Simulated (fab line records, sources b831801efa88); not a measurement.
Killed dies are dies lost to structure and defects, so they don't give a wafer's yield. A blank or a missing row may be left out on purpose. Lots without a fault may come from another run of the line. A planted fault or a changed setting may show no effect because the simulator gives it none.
A struck lot beside a sound one | flow sky130 | 16 steps out of a route of 708
Sound: wafers L655.2, L655.4, L655.6. Struck: wafers L651.2, L651.3, L651.5. The cause comes at the end.
At each step with rows: each side's tool, then ch and its chambers, then its first start. Under that, the readings that differ: sound wafers | struck wafers | difference of the means | sigmas: that difference in standard deviations of wafers without a fault.
alike: readings whose means differ by less than 2 such deviations, and words and numbers that are the same on both sides. not compared: withheld readings, readings that some wafer has no value for, bounds like >300 that may hide the same value, and numbers for which the record gives no deviation and whose values overlap.
The two part at a step that has a row with sigmas, a row that says differs or no value, or rows on one side only. Numbers that don't overlap but have no deviation are shown without sigmas and don't part them. A reading that every wafer of one side lacks parts them only if that side has two wafers or more.

SKY_VIA2_BOW_MEAS_03:
  sound on film_metro-02, day 40 09:59; struck on film_metro-03, day 39 09:52
  alike: VIA2_BOW
then, 8 steps without rows for these wafers: SKY_VIA2_DEHYDRATE_04 (time 60 s); SKY_VIA2_HMDS_05 (prime time 60 s); SKY_VIA2_COAT_06 (resist thk 60 nm); SKY_VIA2_COAT_07 (resist thk 450 nm); SKY_VIA2_SOFTBAKE_08 (time 90 s); SKY_VIA2_EXPOSE_09 (exposes mask VIM2, target cd 200 nm); SKY_VIA2_PEB_10; SKY_VIA2_DEVELOP_11 (develop time 60 s).
SKY_VIA2_CD_MEAS_12: target cd 200 nm.
  sound on cd_sem-02, day 41 09:56; struck on cd_sem-01, day 40 10:04
  alike: cd_nm
SKY_VIA2_OVL_MEAS_13:
  sound on overlay-02, day 41 10:02; struck on overlay-01, day 40 10:10
  alike: VIA2_OVL
SKY_VIA2_ETCH_14: etches BARC in N2/H2, stops on SiO2, time 45.9 s, target depth 60 nm.
  sound on rie_diel-01 ch 0,1, day 41 10:04; struck on rie_diel-04 ch 0,3, day 40 10:12
  alike: bias_w, chamber_pressure_mTorr, drypump_motor_current_A, oes_product_au, throttle_valve_pct
  not compared: rf_hours_counter_h
SKY_VIA2_ETCH_15: etches SiO2 in C4F8/O2/Ar, stops on TiN, target depth 546 nm, time 84 s.
  sound on rie_diel-01 ch 0,1, day 41 10:07; struck on rie_diel-04 ch 0,3, day 40 10:15
  no value came back on the struck wafers for bias_w (W), chamber_pressure_mTorr (mTorr), oes_product_au (a.u.); on the sound wafers bias_w (W) reads 1202 1196 1199
  reading                                     | sound           | struck            | difference | sigmas
  model.KrF-thick_of_VIA2_COAT_07.thk_nm (nm) | 280.6 280 281.4 | 394.3 393.8 394.6 | +113.6     |
  not compared: model.VIA2.cd_nm
SKY_VIA2_STRIP_16: strips in O2/N2.
  sound on plasma_asher-04 ch 1, day 41 10:10; struck on plasma_asher-04 ch 0,1, day 40 10:19
  reading                      | sound             | struck            | difference | sigmas
  oes_product_au (a.u.)        | 0.395 0.397 0.397 | 0.447 0.439 0.447 | +0.048     | +10
  strip_time_to_endpoint_s (s) | 4.027 4.029 4.028 | 5.222 5.203 5.218 | +1.186     | +40
  alike: drypump_motor_current_A
  not compared: rf_hours_counter_h
then, 1 step without rows for these wafers: SKY_VIA2_STRIP_17 (strips in post etch residue remover, time 1200 s).
-- the record jumps here: 9 days lie between the struck wafers' starts before and after (it left off in module VIA2 and takes up again in module PAD_OPEN, whose first step shown is number 708 of the route) --
SKY_PAD_OPEN_PROBE_99:
  sound on prober-02, day 49 18:19; struck on prober-02, day 49 01:13
  reading                  | sound          | struck         | difference | sigmas
  defect_limited_yield (%) | 82.7 83.7 79.7 | 0 0 0          | -82        | -41
  killed_at_M0_to_M3       | 43 48 57       | 451 445 454    | +401       | +54
  killed_dies              | 85 80 100      | 492 492 492    | +404       | +40
  killed_on_rim            | 17 16 26       | 96 96 96       | +76        | +20
  sort_bin_5_function (%)  | 9.1 9.1 12.6   | 94.7 94.1 94.5 | +84.2      | +56
  sort_n_pass              | 407 412 392    | 0 0 0          | -404       | -40
  sort_yield_pct (%)       | 82.7 83.7 79.7 | 0 0 0          | -82        | -41
  alike: killed_at_M4_up, killed_at_contacts, killed_at_front_end, killed_at_other, killed_open, killed_short, sort_bin_3_pad_short, sort_bin_6_memory

WHERE THEY PART
First at SKY_VIA2_ETCH_15; last, within this record, at SKY_PAD_OPEN_PROBE_99.

WHY: what the simulator had put in
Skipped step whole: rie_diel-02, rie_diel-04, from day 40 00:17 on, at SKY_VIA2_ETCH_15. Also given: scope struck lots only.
